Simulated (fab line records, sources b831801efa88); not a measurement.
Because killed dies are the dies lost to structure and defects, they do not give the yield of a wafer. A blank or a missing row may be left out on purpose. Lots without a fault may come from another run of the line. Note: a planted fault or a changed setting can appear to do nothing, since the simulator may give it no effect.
A struck lot beside a sound one + flow gf180mcu + 21 steps out of a route of 602
Sound: wafers L944.4, L944.5, L944.6. Wafers struck: L936.1, L936.2, L936.4. At the end, the cause is stated.
At each step with rows: each side's tool, then ch and its chambers, then its first start. Under that, the readings that differ: sound wafers + struck wafers + difference of the means + sigmas: that difference in standard deviations of wafers without a fault.
alike: readings whose means differ by less than 2 such deviations, and words and numbers that are the same on both sides. not compared: withheld readings, readings that some wafer has no value for, bounds like >300 that may hide the same value, and numbers for which the record gives no deviation and whose values overlap.
Wherever a step has rows on one side only, a row that says differs or no value, or a row with sigmas, the two part there. When numbers do not overlap yet have no deviation, they are printed without sigmas and do not part them. Lack of a reading on every wafer of one side parts them only where that side has two or more wafers.

first, 4 steps without rows for these wafers: GF_VT_IMPLANT_SOFTBAKE_14 (time 60 s); GF_VT_IMPLANT_EXPOSE_15 (exposes mask Nwell LV AREA, target cd 860 nm); GF_VT_IMPLANT_PEB_16; GF_VT_IMPLANT_DEVELOP_17 (develop time 60 s).
GF_VT_IMPLANT_OVL_MEAS_18:
  sound on overlay-01, day 9 14:25; struck on overlay-01, day 7 19:08
| reading                | sound          | struck      | difference | sigmas |
|------------------------|----------------|-------------|------------|--------|
| VT_IMPLANT_01_OVL (nm) | -1.6 -1.4 -1.5 | 1.9 1.1 0.5 | +2.7       | +2     |
following that, these wafers have no rows for 1 step: GF_VT_IMPLANT_IMPLANT_19.
GF_VT_IMPLANT_STRIP_20: strips in O2/N2.
  sound on plasma-asher-03 ch 0,1, day 9 14:37; struck on plasma-asher-01 ch 0,1, day 7 19:19
| reading                      | sound             | struck            | difference | sigmas |
|------------------------------|-------------------|-------------------|------------|--------|
| strip-time-to-endpoint-s (s) | 12.60 12.61 12.58 | 12.67 12.68 12.65 | +0.07      | +2     |
  alike: drypump-motor-current-A, heater-power-w, oes-product-au
  not compared: rf-hours-counter-h
GF_VT_IMPLANT_TW_MEAS_21:
  sound on film-metro-01, day 9 14:43; struck on film-metro-03, day 7 19:25
  alike: VT_IMPLANT_2_TW
then, 4 steps without rows for these wafers: GF_VT_IMPLANT_DEHYDRATE_22 (time 60 s); GF_VT_IMPLANT_HMDS_23 (prime time 60 s); GF_VT_IMPLANT_COAT_24 (resist thk 1000 nm); GF_VT_IMPLANT_SOFTBAKE_25 (time 60 s).
GF_VT_IMPLANT_EXPOSE_26: exposes mask LVPWELL HV AREA, target cd 860 nm.
  sound on iline-stepper-01 ch 0, day 9 23:32; struck on iline-stepper-01 ch 0, day 8 03:02
| reading | sound                                                 | struck                                          | difference | sigmas |
|---------|-------------------------------------------------------|-------------------------------------------------|------------|--------|
| mask    | LVPWELL_HV_AREA#0 LVPWELL_HV_AREA#0 LVPWELL_HV_AREA#0 | Nwell_HV_AREA#0 Nwell_HV_AREA#0 Nwell_HV_AREA#0 | differs    |        |
then, 2 steps without rows for these wafers: GF_VT_IMPLANT_PEB_27; GF_VT_IMPLANT_DEVELOP_28 (develop time 60 s).
GF_VT_IMPLANT_OVL_MEAS_29:
  sound on overlay-02, day 10 07:43; struck on overlay-02, day 8 10:42
| reading                | sound        | struck | difference                    | sigmas |
|------------------------|--------------|--------|-------------------------------|--------|
| VT_IMPLANT_02_OVL (nm) | -1.1 1.0 0.6 | - - -  | no value on the struck wafers |        |
following that, these wafers have no rows for 1 step: GF_VT_IMPLANT_IMPLANT_30.
GF_VT_IMPLANT_STRIP_31: strips in O2/N2.
  sound on plasma-asher-01 ch 0,1, day 10 07:55; struck on plasma-asher-01 ch 0,1, day 8 10:53
| reading                      | sound             | struck            | difference | sigmas |
|------------------------------|-------------------|-------------------|------------|--------|
| strip-time-to-endpoint-s (s) | 12.64 12.63 12.60 | 12.71 12.72 12.72 | +0.09      | +2     |
  alike: drypump-motor-current-A, heater-power-w, oes-product-au
  not compared: rf-hours-counter-h
GF_VT_IMPLANT_TW_MEAS_32:
  sound on film-metro-01, day 10 08:00; struck on film-metro-02, day 8 10:59
| reading         | sound       | struck   | difference | sigmas |
|-----------------|-------------|----------|------------|--------|
| VT_IMPLANT_3_TW | 265 265 266 | 30 30 30 | -235       | -60    |
then, 1 step without rows for these wafers: GF_VT_IMPLANT_DEHYDRATE_33 (time 60 s).
-- here the record skips 22 days between the struck wafers' starts before and after, leaving off in module VT_IMPLANT and picking up in module PASSIVATION (first step shown: number 602 of the route) --
GF_PASSIVATION_PROBE_99:
  only the struck wafers here have rows in the record (prober-01, day 30 18:42); the sound ones have none

## WHERE THEY PART
At GF_VT_IMPLANT_OVL_MEAS_18 first; at GF_PASSIVATION_PROBE_99 last (within this record only).

WHY: whatever the simulator had introduced
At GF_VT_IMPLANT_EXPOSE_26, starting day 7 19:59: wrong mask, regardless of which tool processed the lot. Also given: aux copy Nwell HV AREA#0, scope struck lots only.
